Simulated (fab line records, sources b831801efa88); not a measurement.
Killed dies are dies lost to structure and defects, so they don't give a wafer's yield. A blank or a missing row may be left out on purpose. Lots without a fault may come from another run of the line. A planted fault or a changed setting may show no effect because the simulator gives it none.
Problem report in the 8D (eight disciplines) form, filled by code | flow gf180mcu | the parts of the form that need people (team, actions taken, sign-off) are left out

1. THE PROBLEM
cathode_dc_power_W at GF_M1_SPUTTER_01 reads a mean of 6331.9 W on 3 wafers of 2 lots; wafers without a fault read 6500.1 W with a standard deviation of 1.2. That is -99 or more standard deviations from the usual mean.
The step: material TiN, target thk 30 nm, time 25 s.
First seen on wafer L561.2, day 21 21:40, on pvd_sputter-02. The record holds 39 wafers of 13 lots with a number at this step. Rule for "out", or "out of limits": more than 4 standard deviations from the usual mean. The other wafers with a number count as sound.

2. WHAT IT IS AND WHAT IT IS NOT
question                    | is                     | is not
which readings at this step | cathode_dc_power_W     | throttle_valve_pct
which lots                  | L561, L563             | L548, L549, L551, L552, L553, L554, L555, L556, L566, L569, L570
which wafers of those lots  | L561.2, L563.1, L563.6 | L561.1, L561.5, L563.5
read on which tools         | pvd_sputter-02         | pvd_sputter-01, pvd_sputter-04
when                        | from day 21 21:40      | up to then (26 sound wafers); but 10 sound wafers of L563, L566, L569, L570 came after

3. SUSPECTS, AND WHAT RULES EACH OUT
Counting: a tool at a process step up to the reading stays a suspect if it ran every lot that is out. Sound lots after the first of them don't rule it out here, since some wafers of a struck lot are sound.
- pvd_sputter-02 at GF_M1_SPUTTER_01 (material TiN, target thk 30 nm, time 25 s): kept. It ran every lot that is out, first L561 (day 21 21:40); its last sound lot up to then is L553 (day 18 10:19). Its own readings are out on those wafers: cathode_dc_power_W.
Left after counting: pvd_sputter-02 at GF_M1_SPUTTER_01.

4. THE CAUSE (what the simulator had put in)
Process parameter drift: pvd_sputter-02, from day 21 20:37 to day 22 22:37, at GF_M1_SPUTTER_01. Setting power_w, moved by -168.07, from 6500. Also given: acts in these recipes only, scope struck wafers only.
Counting left only this tool.

5. THE CHAIN OF EFFECTS, in route order
Each row: a reading whose mean over the struck wafers that have a number lies more than 3 standard deviations from the usual. Only readings for which the record gives a usual standard deviation are gone through. hours: the time from each lot's start at the first step in this table that gives one to its start at this step, as a median over the lots. sigmas: the change in usual standard deviations.
hours | step             | reading            | usual    | on struck wafers | change | sigmas
0     | GF_M1_SPUTTER_01 | cathode_dc_power_W | 6500.1 W | 6331.9           | -168.2 | -99 or more
The process steps in it:
- GF_M1_SPUTTER_01: material TiN, target thk 30 nm, time 25 s.
Later measuring or inspecting steps at which every struck wafer that the step has a row for has a number for every such reading, and none has moved that far: GF_M1_THK_MEAS_06.

6. WHAT WOULD HAVE CAUGHT IT SOONER
In this record the first reading out of limits was taken at day 21 21:40, 1 hour after the fault began at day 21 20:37.
